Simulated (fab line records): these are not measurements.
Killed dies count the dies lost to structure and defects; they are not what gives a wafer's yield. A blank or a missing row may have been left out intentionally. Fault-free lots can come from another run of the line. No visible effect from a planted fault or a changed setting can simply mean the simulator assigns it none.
Matching of chambers :: flow gf180mcu :: GF_V5_CVD_00 on hdpcvd-02: 3 sister chambers
The step deposits SiO2, target thk 300 nm, time 50 s. 3 wafers are shown with their chamber, then 7 later ones without.

== WAFERS, EACH WITH ITS CHAMBER ==
wafer: L657.6
chamber: 2
sih4FlowSccm (sccm): 60.14

wafer: L659.1
chamber: 1
sih4FlowSccm (sccm): 59.92

wafer: L659.2
chamber: 0
sih4FlowSccm (sccm): 59.74

== WAFERS WHOSE CHAMBER IS MISSING ==
wafer: L659.4
sih4FlowSccm (sccm): 60.05

wafer: L660.3
sih4FlowSccm (sccm): 59.91

wafer: L660.4
sih4FlowSccm (sccm): 59.82

wafer: L660.5
sih4FlowSccm (sccm): 59.94

wafer: L663.1
sih4FlowSccm (sccm): 60.11

wafer: L663.2
sih4FlowSccm (sccm): 59.89

wafer: L663.6
sih4FlowSccm (sccm): 59.78

== THE CHAMBER EACH PASSED THROUGH ==
wafer: L659.4
from the rows above: can't be placed: 2 or 1
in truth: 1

wafer: L660.3
from the rows above: 1
in truth: 1

wafer: L660.4
from the rows above: can't be placed: 0 or 1
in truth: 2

wafer: L660.5
from the rows above: 1
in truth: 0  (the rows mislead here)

wafer: L663.1
from the rows above: 2
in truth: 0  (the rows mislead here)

wafer: L663.2
from the rows above: 1
in truth: 1

wafer: L663.6
from the rows above: can't be placed: 0 or 1
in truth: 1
Correctly placed: 2 of 7. These rows do not allow placing 3 (true chamber among the candidates in 2). Wrongly placed: 2.
How it was worked out, from the rows above alone: a wafer's distance from a chamber is the root of the sum, over the readings, of the square of ((its reading less the chamber's mean) divided by the reading's scatter). If the next closest chamber is less than 2 further off than the closest, the wafer can't be placed; otherwise it belongs to the closest. The mean given for a chamber averages the wafers shown for that chamber. The scatter (one wafer shown for each chamber): square how far every hidden wafer sits from the nearest shown wafer, average those squares and take the square root.
